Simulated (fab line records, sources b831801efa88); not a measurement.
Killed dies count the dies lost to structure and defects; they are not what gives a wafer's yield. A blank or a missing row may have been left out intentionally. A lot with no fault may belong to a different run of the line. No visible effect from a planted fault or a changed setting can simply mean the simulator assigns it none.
Which tool is to blame? || flow gf180mcu || 7 lots, 20 wafers sampled, at 1 step of a route of 602

## WHAT THE GAUGES READ, wafer by wafer
GF_DNWELL_TW_MEAS_09.
{"lot": "L892", "measured": "day 3 07:21", "on": "filmMetro-04", "DNWELL_TW": "1373 1370 1365"}
{"lot": "L894", "measured": "day 3 16:49", "on": "filmMetro-04", "DNWELL_TW": "1385 1372 1375"}
{"lot": "L897", "measured": "day 4 07:06", "on": "filmMetro-04", "DNWELL_TW": "1383 1384 1373"}
{"lot": "L901", "measured": "day 5 13:43", "on": "filmMetro-01", "DNWELL_TW": "1361 1360"}
{"lot": "L906", "measured": "day 6 09:30", "on": "filmMetro-04", "DNWELL_TW": "1379 1376 1385"}
{"lot": "L910", "measured": "day 7 06:42", "on": "filmMetro-02", "DNWELL_TW": "1354 1368 1359"}
{"lot": "L912", "measured": "day 7 17:40", "on": "filmMetro-01", "DNWELL_TW": "1342 1350 1345"}

## TOOL THAT RAN EACH LOT (tool first, then ch and the chambers of the sampled wafers, then the start)
The record holds no process step before these readings.

## THE ANSWER, worked out from the rows above alone
Rule: usual is defined by the lots themselves. The widest of any qualifying gaps counts: lots, ordered by their means at a reading, are off when they make up no more than a third of the lots, leave a main group of 4 or more, and stand apart from it by 3 or more times the standard deviation of that group's means. If all means in a main group match to the digits the tables above print for the reading, that group is not used. A lot without any number at a reading at which 4 lots or more have one is off too. Any other lot the step has rows for is counted as sound.
No lot is off at any reading shown: from this, nothing can be told.

## WHAT THE SIMULATOR HAD INSERTED
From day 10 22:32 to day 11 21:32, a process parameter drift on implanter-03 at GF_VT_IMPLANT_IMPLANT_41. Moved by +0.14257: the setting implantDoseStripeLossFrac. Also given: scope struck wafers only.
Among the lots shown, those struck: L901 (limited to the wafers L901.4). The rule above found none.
